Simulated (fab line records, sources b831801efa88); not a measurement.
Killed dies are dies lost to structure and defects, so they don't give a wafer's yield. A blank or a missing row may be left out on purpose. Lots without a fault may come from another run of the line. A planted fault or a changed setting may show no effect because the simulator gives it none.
A struck lot beside a sound one | flow sfq_line | 20 steps out of a route of 325
Sound: wafers L870.1, L870.2, L870.5. Struck: wafers L878.1, L878.2, L878.3. The cause comes at the end.
At each step with rows: each side's tool, then ch and its chambers, then its first start. Under that, the readings that differ: sound wafers | struck wafers | difference of the means | sigmas: that difference in standard deviations of wafers without a fault.
alike: readings whose means differ by less than 2 such deviations, and words and numbers that are the same on both sides. not compared: withheld readings, readings that some wafer has no value for, bounds like >300 that may hide the same value, and numbers for which the record gives no deviation and whose values overlap.
The two part at a step that has a row with sigmas, a row that says differs or no value, or rows on one side only. Numbers that don't overlap but have no deviation are shown without sigmas and don't part them. A reading that every wafer of one side lacks parts them only if that side has two wafers or more.

first, 2 steps without rows for these wafers: SFQ_TRILAYER_I3_VIA_LITHO_PEB_088 (peb time 60 s); SFQ_TRILAYER_I3_VIA_LITHO_DEVELOP_087 (time 60 s).
SFQ_I3_OVL_MEAS_923:
  sound on overlay-02, day 52 08:34; struck on overlay-02, day 54 20:46
  alike: I3_OVL
SFQ_TRILAYER_I3_VIA_BARC_OPEN_VIA_ETCH_121: etches BARC in O2, target depth 125 nm, time 41.7 s.
  sound on rie_diel-03 ch 1,3, day 52 08:36; struck on rie_diel-04 ch 0,1,2, day 54 20:48
  alike: drypump_motor_current_A, oes_product_au
  not compared: rf_hours_counter_h
SFQ_TRILAYER_I3_VIA_ETCH_VIA_ETCH_088: etches SiO2 in CHF3, stops on Nb, target depth 260 nm.
  sound on rie_diel-03 ch 1,3, day 52 08:38; struck on rie_diel-04 ch 0,1,2, day 54 20:50
  alike: drypump_motor_current_A, oes_product_au
SFQ_TRILAYER_I3_VIA_STRIP_STRIP_089: strips in O2.
  sound on rie_metal-04 ch 0,1, day 52 08:45; struck on rie_metal-03 ch 0,1, day 54 20:57
  alike: drypump_motor_current_A, oes_product_au
  not compared: rf_hours_counter_h
then, 2 steps without rows for these wafers: SFQ_TRILAYER_I3_VIA_STRIP_SOLV_CLEAN_090 (cleans in NMP, time 600 s); SFQ_TRILAYER_M4_DEP_PRE_CLEAN_092 (time 22.5 s).
SFQ_TRILAYER_M4_DEP_SPUTTER_091: material Nb, target thk 200 nm, time 133.3 s.
  sound on pvd_sputter-06, day 52 09:33; struck on pvd_sputter-06, day 54 21:46
  alike: cathode_dc_power_W, resputter_cathode_voltage_v, throttle_valve_pct
SFQ_M4_RS_MEAS_924: measures by four-point-probe.
  sound on film_metro-04, day 52 09:38; struck on film_metro-04, day 54 21:51
  alike: M4_NB_RS
then, 1 step without rows for these wafers: SFQ_TRILAYER_M4_LITHO_COAT_098 (resist thk 62 nm).
SFQ_TRILAYER_M4_LITHO_COAT_093: resist thk 600 nm.
  sound on litho_track-03 ch 0, day 52 10:07; struck on litho_track-01 ch 0, day 54 22:20
  reading                                             | sound             | struck          | difference | sigmas
  model.KrF_of_TRILAYER_M4_LITHO_COAT_093.thk_nm (nm) | 603.4 599.8 600.9 | 594.5 596 594.2 | -6.5       |
  alike: resist_line_temp_C
then, 4 steps without rows for these wafers: SFQ_TRILAYER_M4_LITHO_SOFTBAKE_097; SFQ_TRILAYER_M4_LITHO_EXPOSE_094 (exposes mask M4, target cd 500 nm); SFQ_TRILAYER_M4_LITHO_PEB_096 (peb time 60 s); SFQ_TRILAYER_M4_LITHO_DEVELOP_095 (time 60 s).
-- the record jumps here: 6 days lie between the struck wafers' starts before and after --
SFQ_M4_OVL_MEAS_926:
  sound on overlay-01, day 52 12:24; struck on overlay-01, day 60 12:01
  alike: M4_OVL
SFQ_TRILAYER_M4_BARC_OPEN_METAL_ETCH_123: etches BARC in O2, target depth 125 nm, time 41.7 s.
  sound on rie_metal-02 ch 0,1, day 52 12:26; struck on rie_metal-04 ch 0,1, day 60 12:02
  alike: drypump_motor_current_A, oes_product_au
  not compared: rf_hours_counter_h
SFQ_TRILAYER_M4_ETCH_METAL_ETCH_096: etches Nb in Cl2/Ar, stops on SiO2, target depth 240 nm, time 120 s.
  sound on rie_metal-02 ch 0,1, day 52 12:30; struck on rie_metal-04 ch 0,1, day 60 12:06
  reading                                             | sound             | struck            | difference | sigmas
  model.KrF_of_TRILAYER_M4_LITHO_COAT_093.thk_nm (nm) | 385.9 384.4 384.4 | 376.6 378.3 374.3 | -8.5       |
  alike: drypump_motor_current_A, oes_product_au
  not compared: rf_hours_counter_h
then, 1 step without rows for these wafers: SFQ_TRILAYER_M4_STRIP_STRIP_097 (strips in O2).

WHERE THEY PART
Nowhere in this record.

WHY: what the simulator had put in
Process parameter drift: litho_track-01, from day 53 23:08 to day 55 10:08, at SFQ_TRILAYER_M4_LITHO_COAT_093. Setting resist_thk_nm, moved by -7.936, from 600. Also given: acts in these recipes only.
